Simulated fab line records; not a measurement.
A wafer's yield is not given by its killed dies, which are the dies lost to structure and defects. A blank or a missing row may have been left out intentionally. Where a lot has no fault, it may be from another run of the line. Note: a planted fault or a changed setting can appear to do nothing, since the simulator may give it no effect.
fab line records	flow sky130
[record] lots = 7	wafers = 21	lastDay = 49
route steps=708 shown VT_ADJUST_HVTP@88 VT_ADJUST_LVTN@97 PAD_OPEN@708
lots that met no fault: taken from a fault-free run of the same line
startH: the number of hours between the record's first day and the start of the first shown wafer of the lot	waitH: hours since the lot's step before	" repeats the value in the row above	L1.1+2: several wafers, shown together as one row	- no value present, or no start provided	* or withheld: withheld	< > ~ a bound
route shown NAME@n: names a module that has steps shown in the file, with the first one's number in the route	usual: the fault-free wafers' mean and standard deviation	same: alike in all rows	chamber/n: place in a boat	sites: readings site by site	_std_site: their standard deviation	_edge_site: the outer-site mean with the inner-site mean subtracted	radiusMm: for every site, how far away it sits from the centre of the wafer	mask NAME#n: copy n	behind: the most recent tool/chamber to have shaped the wafer	hold: why the lot was held/for how many hours/how that ended	device: whichever transistor did not switch (one of n, p or np)	end of line: the route-end tests of the same wafers	for a step that has no rows: nothing shown but its recipe	killed: dies that structure and defects cost at the first sort, which is not the same as the wafer's yield	map: the dies of a wafer, with x for killed, . for not killed, _ for no die there
set.NAME: the run value of the setting; set.NAME@STEP: its run value at that earlier step	model.NAME: the simulator's own value behind a step, which no gauge read
lots at selected steps of the route; one table per step, one row per wafer
services: the hour from which a tool's chamber was out of use, counted from the record's first day as startH (under 0 if before that day), plus the number of hours and why
[[steps]]
[step SKY_VT_ADJUST_HVTP_SOFTBAKE_03]
[recipe] tempC = 90	timeS = 60	resist = NOVOLAK
[step SKY_VT_ADJUST_HVTP_EXPOSE_04]
[recipe] maskId = HVTPM	na = 0.6	sourceShape = conventional	sigmaOuter = 0.6	polarization = unpolarized	targetCdNm = 380	doseMj = 140
[step SKY_VT_ADJUST_HVTP_PEB_05]
[recipe] tempC = withheld	timeS = *	resist = NOVOLAK
[step SKY_VT_ADJUST_HVTP_DEVELOP_06]
[recipe] resist = NOVOLAK	developer = TMAH	developTimeS = 60	devTempC = 23
[step SKY_VT_ADJUST_HVTP_CD_MEAS_07]
[recipe] targetCdNm = 380
[usual] cdNm = 379.8/2.3
lot.wafer	tool	chamber	startH	waitH	cdNm
L537.1	cdSem-02	-	133.53	0.1	378.4
L537.3	"	-	"	"	380.0
L537.4	"	-	"	"	377.4
L538.2	cdSem-01	-	139.75	0.1	379.6
L538.3	"	-	"	"	378.3
L538.5	"	-	"	"	375.3
L546.1	cdSem-01	-	185.48	0.1	376.4
L546.4	"	-	"	"	377.1
L546.5	"	-	"	"	377.7
L551.1	cdSem-02	-	224.63	0.1	383.8
L551.2	"	-	"	"	383.3
L551.4	"	-	"	"	381.2
L552.1	cdSem-02	-	226.13	0.1	379.6
L552.2	"	-	"	"	383.1
L552.5	"	-	"	"	379.5
L553.1	cdSem-01	-	229.58	0.1	379.6
L553.4	"	-	"	"	381.5
L553.5	"	-	"	"	381.1
L556.2	cdSem-02	-	250.70	0.1	379.8
L556.4	"	-	"	"	381.6
L556.6	"	-	"	"	379.0
[step SKY_VT_ADJUST_HVTP_OVL_MEAS_08]
[usual] VT_ADJUST_HVTP_OVL = -0.2/1.3
lot.wafer	tool	chamber	startH	waitH	VT_ADJUST_HVTP_OVL[nm]
L537.1	overlay-01	-	133.65	0.1	-2.2
L537.3	"	-	"	"	0.5
L537.4	"	-	"	"	-1.2
L538.2	overlay-01	-	139.85	0.1	-0.6
L538.3	"	-	"	"	-1.5
L538.5	"	-	"	"	-3.2
L546.1	overlay-01	-	185.60	0.1	0.6
L546.4	"	-	"	"	0.5
L546.5	"	-	"	"	-1.2
L551.1	overlay-01	-	224.75	0.1	-1.8
L551.2	"	-	"	"	-1.2
L551.4	"	-	"	"	-2.8
L552.1	overlay-02	-	226.25	0.1	-2.2
L552.2	"	-	"	"	-0.4
L552.5	"	-	"	"	-0.2
L553.1	overlay-01	-	229.70	0.1	1.3
L553.4	"	-	"	"	-1.6
L553.5	"	-	"	"	-2.5
L556.2	overlay-01	-	250.81	0.1	-2.4
L556.4	"	-	"	"	-0.6
L556.6	"	-	"	"	-0.9
[step SKY_VT_ADJUST_HVTP_IMPLANT_09]
[recipe] species = As	energyKev = 150	doseCm2 = 4.3e+12	tiltDeg = withheld
[step SKY_VT_ADJUST_HVTP_STRIP_10]
[recipe] chemistry = O2/N2	powerW = 1400	pressureMtorr = 1500	platenTempC = withheld	o2FlowSccm = 3000	n2FlowSccm = 300	overashFraction = 0.5
[usual] chamberPressureMTorr = 1500.0/1.3	drypumpMotorCurrentA = 5.6/0.61	oesProductAu = 0.715/0.0045	stripTimeToEndpointS = 14.16/0.038
lot.wafer	tool	chamber	startH	waitH	chamberPressureMTorr	drypumpMotorCurrentA	oesProductAu	rfHoursCounterH	stripTimeToEndpointS
L537.1	plasmaAsher-04	1	133.83	0.1	1499.5	4.7	0.713	44	14.15
L537.3	"	1	"	"	1500.5	4.7	0.710	-	14.20
L537.4	"	0	"	"	1498.3	6.5	0.719	-	14.22
L538.2	plasmaAsher-03	1	140.03	0.1	1500.2	5.3	0.714	34	14.12
L538.3	"	0	"	"	1500.1	5.8	0.715	-	14.12
L538.5	"	0	"	"	1499.1	5.8	0.717	-	14.14
L546.1	plasmaAsher-03	1	185.79	0.1	1500.1	5.3	0.713	39	14.20
L546.4	"	0	"	"	1499.8	5.8	0.713	-	14.21
L546.5	"	0	"	"	1501.5	5.8	0.712	-	14.20
L551.1	plasmaAsher-04	1	224.94	0.1	1499.3	4.7	0.709	54	14.17
L551.2	"	0	"	"	1501.6	6.4	0.716	54	14.23
L551.4	"	0	"	"	1496.2	6.5	0.714	-	14.24
L552.1	plasmaAsher-03	1	226.43	0.1	1498.7	5.3	0.724	42	14.11
L552.2	"	0	"	"	1500.8	5.8	0.715	42	14.11
L552.5	"	0	"	"	1500.7	5.8	0.717	-	14.15
L553.1	plasmaAsher-02	1	229.89	0.1	1497.8	5.2	0.722	56	14.15
L553.4	"	0	"	"	1501.1	6.2	0.709	-	14.14
L553.5	"	1	"	"	1498.5	5.2	0.718	-	14.16
L556.2	plasmaAsher-02	1	250.99	0.1	1499.0	5.2	0.719	59	14.16
L556.4	"	1	"	"	1499.5	5.2	0.712	-	14.18
L556.6	"	0	"	"	1499.6	6.2	0.712	-	14.23
[step SKY_VT_ADJUST_HVTP_TW_MEAS_11]
[usual] VT_ADJUST_HVTP_TW = 1373/16
lot.wafer	tool	chamber	startH	waitH	VT_ADJUST_HVTP_TW
L537.1	filmMetro-04	-	133.93	0.1	1392
L537.3	"	-	"	"	1390
L537.4	"	-	"	"	1384
L538.2	filmMetro-03	-	140.14	0.1	1368
L538.3	"	-	"	"	1359
L538.5	"	-	"	"	1357
L546.1	filmMetro-03	-	185.89	0.1	1367
L546.4	"	-	"	"	1363
L546.5	"	-	"	"	1365
L551.1	filmMetro-03	-	225.04	0.1	1364
L551.2	"	-	"	"	1358
L551.4	"	-	"	"	1361
L552.1	filmMetro-01	-	226.53	0.1	1370
L552.2	"	-	"	"	1375
L552.5	"	-	"	"	1374
L553.1	filmMetro-03	-	229.99	0.1	1354
L553.4	"	-	"	"	1361
L553.5	"	-	"	"	1356
L556.2	filmMetro-01	-	251.10	0.1	1373
L556.4	"	-	"	"	1374
L556.6	"	-	"	"	1379
[step SKY_VT_ADJUST_LVTN_DEHYDRATE_00]
[recipe] tempC = 200	timeS = 60
[step SKY_VT_ADJUST_LVTN_HMDS_01]
[recipe] primeTimeS = 60	primeTempC = 120
[step SKY_VT_ADJUST_LVTN_COAT_02]
[recipe] spinRpm = 2000	resistThkNm = 3000
[step SKY_VT_ADJUST_LVTN_SOFTBAKE_03]
[recipe] tempC = 110	timeS = withheld
[usual] heaterPowerTotalW = 65.31/0.14	plateTempC = 110.01/0.14
lot.wafer	tool	chamber	startH	waitH	heaterPowerTotalW	plateTempC
L537.1	lithoTrack-01	0	143.43	0.1	65.19	110.12
L537.3	"	0	"	"	65.41	110.04
L537.4	"	0	"	"	65.45	110.06
L538.2	lithoTrack-04	0	149.76	0.1	65.14	109.96
L538.3	"	0	"	"	65.08	109.93
L538.5	"	0	"	"	65.25	110.21
L546.1	lithoTrack-03	0	196.87	0.1	65.49	109.89
L546.4	"	0	"	"	65.13	109.87
L546.5	"	0	"	"	65.26	109.58
L551.1	lithoTrack-04	0	234.78	0.1	63.33	107.14
L551.2	"	0	"	"	63.05	107.26
L551.4	"	0	"	"	63.40	107.18
L552.1	lithoTrack-04	0	237.38	0.1	62.94	107.19
L552.2	"	0	"	"	63.07	107.58
L552.5	"	0	"	"	63.32	107.29
L553.1	lithoTrack-04	0	241.68	0.1	63.09	107.36
L553.4	"	0	"	"	62.93	107.21
L553.5	"	0	"	"	63.32	107.16
L556.2	lithoTrack-01	0	262.56	0.1	65.35	110.14
L556.4	"	0	"	"	65.33	110.27
L556.6	"	0	"	"	65.30	110.16
[step SKY_VT_ADJUST_LVTN_EXPOSE_04]
[recipe] maskId = NWM_COMPLEMENT_LESS_NATIVE	na = 0.6	sourceShape = conventional	sigmaOuter = 0.6	polarization = unpolarized	targetCdNm = 840	doseMj = 194
[step SKY_VT_ADJUST_LVTN_PEB_05]
[recipe] tempC = 115	timeS = withheld
[step SKY_VT_ADJUST_LVTN_DEVELOP_06]
[recipe] wallAngleDeg = 90	developer = TMAH	developTimeS = 60	devTempC = 23
[usual] developerTempC = 23.00/0.11
lot.wafer	tool	chamber	startH	waitH	developerTempC	model.coat_of_VT_ADJUST_LVTN_COAT_02.thkNm
L537.1	lithoTrack-04	0	-	-	23.16	2997
L537.3	"	0	"	"	23.13	2990
L537.4	"	0	"	"	23.15	2992
L538.2	lithoTrack-04	0	-	-	23.30	3006
L538.3	"	0	"	"	23.06	3001
L538.5	"	0	"	"	22.91	3004
L546.1	lithoTrack-01	0	-	-	22.86	2992
L546.4	"	0	"	"	22.89	2996
L546.5	"	0	"	"	23.03	3001
L551.1	lithoTrack-01	0	-	-	22.92	3017
L551.2	"	0	"	"	23.00	3012
L551.4	"	0	"	"	22.94	3032
L552.1	lithoTrack-04	0	-	-	22.82	3022
L552.2	"	0	"	"	22.79	3025
L552.5	"	0	"	"	23.05	3015
L553.1	lithoTrack-04	0	-	-	22.99	3028
L553.4	"	0	"	"	23.19	3016
L553.5	"	0	"	"	22.94	3027
L556.2	lithoTrack-04	0	-	-	22.86	2987
L556.4	"	0	"	"	22.85	2985
L556.6	"	0	"	"	22.90	2981
[step SKY_VT_ADJUST_LVTN_OVL_MEAS_07]
[usual] VT_ADJUST_LVTN_OVL = -0.3/1.2
lot.wafer	tool	chamber	startH	waitH	VT_ADJUST_LVTN_OVL[nm]
L537.1	overlay-01	-	153.38	-	0.5
L537.3	"	-	"	"	-2.0
L537.4	"	-	"	"	-2.2
L538.2	overlay-01	-	160.13	-	-1.7
L538.3	"	-	"	"	-1.7
L538.5	"	-	"	"	-1.0
L546.1	overlay-02	-	206.48	-	0.4
L546.4	"	-	"	"	0.3
L546.5	"	-	"	"	0.0
L551.1	overlay-02	-	246.23	-	-1.7
L551.2	"	-	"	"	-0.5
L551.4	"	-	"	"	-0.8
L552.1	overlay-02	-	248.58	-	0.0
L552.2	"	-	"	"	-0.6
L552.5	"	-	"	"	-0.5
L553.1	overlay-01	-	252.03	-	1.5
L553.4	"	-	"	"	0.7
L553.5	"	-	"	"	0.9
L556.2	overlay-01	-	273.58	-	-2.8
L556.4	"	-	"	"	-1.8
L556.6	"	-	"	"	-1.1
[step SKY_VT_ADJUST_LVTN_IMPLANT_08]
[recipe] species = B	energyKev = 30	doseCm2 = 1.57e+12	tiltDeg = withheld
[step SKY_VT_ADJUST_LVTN_STRIP_09]
[recipe] chemistry = O2/N2	powerW = 1400	pressureMtorr = 1500	platenTempC = withheld	o2FlowSccm = 3000	n2FlowSccm = 300	overashFraction = 0.5
[usual] chamberPressureMTorr = 1500.0/1.3	drypumpMotorCurrentA = 5.7/0.71	oesProductAu = 0.722/0.0044	stripTimeToEndpointS = 36.91/0.1
lot.wafer	tool	chamber	startH	waitH	chamberPressureMTorr	drypumpMotorCurrentA	oesProductAu	rfHoursCounterH	stripTimeToEndpointS
L537.1	plasmaAsher-01	1	153.56	0.1	1501.4	5.5	0.724	2	36.94
L537.3	"	0	"	"	1498.8	6.1	0.711	-	36.86
L537.4	"	1	"	"	1497.7	5.4	0.726	-	36.88
L538.2	plasmaAsher-01	0	160.31	0.1	1498.1	6.2	0.728	2	37.03
L538.3	"	0	"	"	1499.3	6.2	0.717	-	36.96
L538.5	"	0	"	"	1498.6	6.2	0.721	-	37.02
L546.1	plasmaAsher-02	1	206.67	0.1	1500.3	5.2	0.724	54	36.88
L546.4	"	1	"	"	1501.3	5.2	0.725	-	36.90
L546.5	"	0	"	"	1500.4	6.2	0.727	-	36.99
L551.1	plasmaAsher-04	1	246.42	0.1	1495.9	4.7	0.714	56	37.17
L551.2	"	0	"	"	1500.7	6.5	0.730	56	37.10
L551.4	"	1	"	"	1500.7	4.7	0.722	-	37.33
L552.1	plasmaAsher-04	1	248.76	0.1	1500.8	4.7	0.734	56	37.24
L552.2	"	0	"	"	1499.4	6.5	0.719	56	37.26
L552.5	"	0	"	"	1499.3	6.5	0.714	-	37.15
L553.1	plasmaAsher-01	0	252.21	0.1	1499.5	6.2	0.721	11	37.28
L553.4	"	0	"	"	1501.3	6.2	0.727	-	37.15
L553.5	"	0	"	"	1499.5	6.2	0.733	-	37.27
L556.2	plasmaAsher-04	0	273.76	0.1	1501.0	6.5	0.722	59	36.79
L556.4	"	1	"	"	1500.2	4.7	0.719	-	36.79
L556.6	"	1	"	"	1501.5	4.7	0.718	-	36.74
[step SKY_VT_ADJUST_LVTN_TW_MEAS_10]
[usual] VT_ADJUST_LVTN_TW = 244.1/2.5
lot.wafer	tool	chamber	startH	waitH	VT_ADJUST_LVTN_TW
L537.1	filmMetro-02	-	153.66	0.1	243.5
L537.3	"	-	"	"	242.7
L537.4	"	-	"	"	243.1
L538.2	filmMetro-03	-	160.42	0.1	243.5
L538.3	"	-	"	"	242.1
L538.5	"	-	"	"	243.5
L546.1	filmMetro-03	-	206.77	0.1	241.7
L546.4	"	-	"	"	241.3
L546.5	"	-	"	"	242.4
L551.1	filmMetro-03	-	246.52	0.1	240.6
L551.2	"	-	"	"	242.8
L551.4	"	-	"	"	241.2
L552.1	filmMetro-03	-	248.86	0.1	241.1
L552.2	"	-	"	"	240.1
L552.5	"	-	"	"	241.1
L553.1	filmMetro-03	-	252.31	0.1	240.4
L553.4	"	-	"	"	240.9
L553.5	"	-	"	"	241.1
L556.2	filmMetro-03	-	273.87	0.1	242.0
L556.4	"	-	"	"	243.4
L556.6	"	-	"	"	243.3
[step SKY_PAD_OPEN_PROBE_99]
[usual] killed_at_M0_to_M3 = 43/6.4	killed_at_M4_up = 2.9/1.7	killedAtContacts = 24/5	killedAtFrontEnd = 15/4	killedAtOther = 0.4/0.62	killedDies = 86/9.3	killedOpen = 47/6.8	killedShort = 38/5.8
[same] grossDies = 492	killedAtBackSide = 0
lot.wafer	tool	chamber	startH	waitH	killed_at_M0_to_M3	killed_at_M4_up	killedAtContacts	killedAtFrontEnd	killedAtOther	killedDies	killedOpen	killedShort
L553.1	prober-02	-	1168.76	0.1	39	1	16	8	0	64	33	31
L553.4	prober-02	-	1168.91	0.2	41	5	23	16	1	86	45	41
L553.5	prober-02	-	1168.96	0.2	49	2	28	16	0	95	48	47
L552.1	prober-01	-	1170.23	0.1	44	4	24	19	0	91	49	39
L552.2	prober-01	-	1170.28	0.1	38	3	24	20	0	85	36	49
L552.5	prober-01	-	1170.43	0.2	45	3	24	22	0	94	54	40
// killed by level:class
L553.1 VIA2:geometricParticle:open=7 VIA1:geometricParticle:open=6 LI_CONTACT:geometricParticle:short=5 CONTACT:geometricParticle:open=5 METAL1:geometricParticle:short=5 LI_CONTACT:geometricParticle:open=4 VIA1:geometricParticle:short=4 METAL3:geometricParticle:open=4
L553.4 VIA1:geometricParticle:open=9 LI_CONTACT:geometricParticle:open=7 VIA2:geometricParticle:open=7 CONTACT:geometricParticle:open=6 METAL2:geometricParticle:short=6 LOCAL_INTERCONNECT:geometricParticle:short=5 VIA2:geometricParticle:short=5 POLY_GATE:geometricParticle:open=4
L553.5 CONTACT:geometricParticle:open=10 METAL1:geometricParticle:short=10 VIA2:geometricParticle:open=9 VIA1:geometricParticle:open=8 FIELD_ISO:geometricParticle:open=7 VIA1:geometricParticle:short=7 LI_CONTACT:geometricParticle:open=6 CONTACT:geometricParticle:short=6
L552.1 VIA1:geometricParticle:open=12 VIA3:geometricParticle:open=8 LI_CONTACT:geometricParticle:open=6 FIELD_ISO:geometricParticle:open=5 LOCAL_INTERCONNECT:geometricParticle:open=5 FIELD_ISO:geometricParticle:short=4 LOCAL_INTERCONNECT:geometricParticle:short=4 CONTACT:geometricParticle:open=4
L552.2 METAL2:geometricParticle:short=8 CONTACT:geometricParticle:open=6 VIA1:geometricParticle:open=6 VIA1:geometricParticle:short=6 FIELD_ISO:geometricParticle:short=5 LOCAL_INTERCONNECT:geometricParticle:short=5 LI_CONTACT:geometricParticle:short=5 METAL1:geometricParticle:short=5
L552.5 VIA1:geometricParticle:open=15 POLY_GATE:geometricParticle:open=8 LI_CONTACT:geometricParticle:open=8 METAL2:geometricParticle:short=7 METAL1:geometricParticle:short=7 LOCAL_INTERCONNECT:geometricParticle:short=5 CONTACT:geometricParticle:open=5 VIA3:geometricParticle:open=5
[[services]]
tool	chamber	startH	hours	kind
plasmaAsher-01	-	111.05	9.0	pm
plasmaAsher-01	0	111.05	9.0	ventCycle
plasmaAsher-01	1	111.05	9.0	ventCycle
plasmaAsher-01	0	120.05	-	clean
plasmaAsher-01	1	120.05	-	clean
plasmaAsher-01	-	130.10	14.6	pm
plasmaAsher-01	-	204.78	7.1	pm
plasmaAsher-04	-	211.23	2.8	repair
plasmaAsher-03	-	217.19	3.3	repair
plasmaAsher-02	-	228.84	0.3	repair
[[key]]
[firstSign] step = SKY_VT_ADJUST_LVTN_SOFTBAKE_03	reading = plateTempC	direction = down	sigmas = 20	usual = *	struck = *
[effect] step = SKY_VT_ADJUST_LVTN_SOFTBAKE_03	reading = heaterPowerTotalW	direction = down	sigmas = 16	usual = *	struck = *
[effect] step = SKY_VT_ADJUST_LVTN_STRIP_09	reading = stripTimeToEndpointS	direction = up	sigmas = 3	usual = *	struck = *
[modelEffect] step = SKY_VT_ADJUST_LVTN_DEVELOP_06	value = coat_of_VT_ADJUST_LVTN_COAT_02.thkNm	without = 2999	struck = 3021
metAt SKY_VT_ADJUST_LVTN_SOFTBAKE_03
struckWafers L551.1,L551.2,L551.4,L552.1,L552.2,L552.5,L553.1,L553.4,L553.5
testerLeftOut L551,L552,L553
onsetBetween 149.76 234.78
[fault] kind = processParameterDrift	tool = lithoTrack-04	chamber = -	onsetH = 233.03	steps = SKY_VT_ADJUST_LVTN_SOFTBAKE_03	channel = tempC	offset = *	shape = step	endH = 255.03	actsIn = *	stated = *
// testerLeftOut: of these lots the tester's yield and bins aren't shown, on N5 and GAA mostly nor the transistor test; their killed dies are dies lost to structure and defects alone, not to doping, threshold or leakage, so they don't give the yield
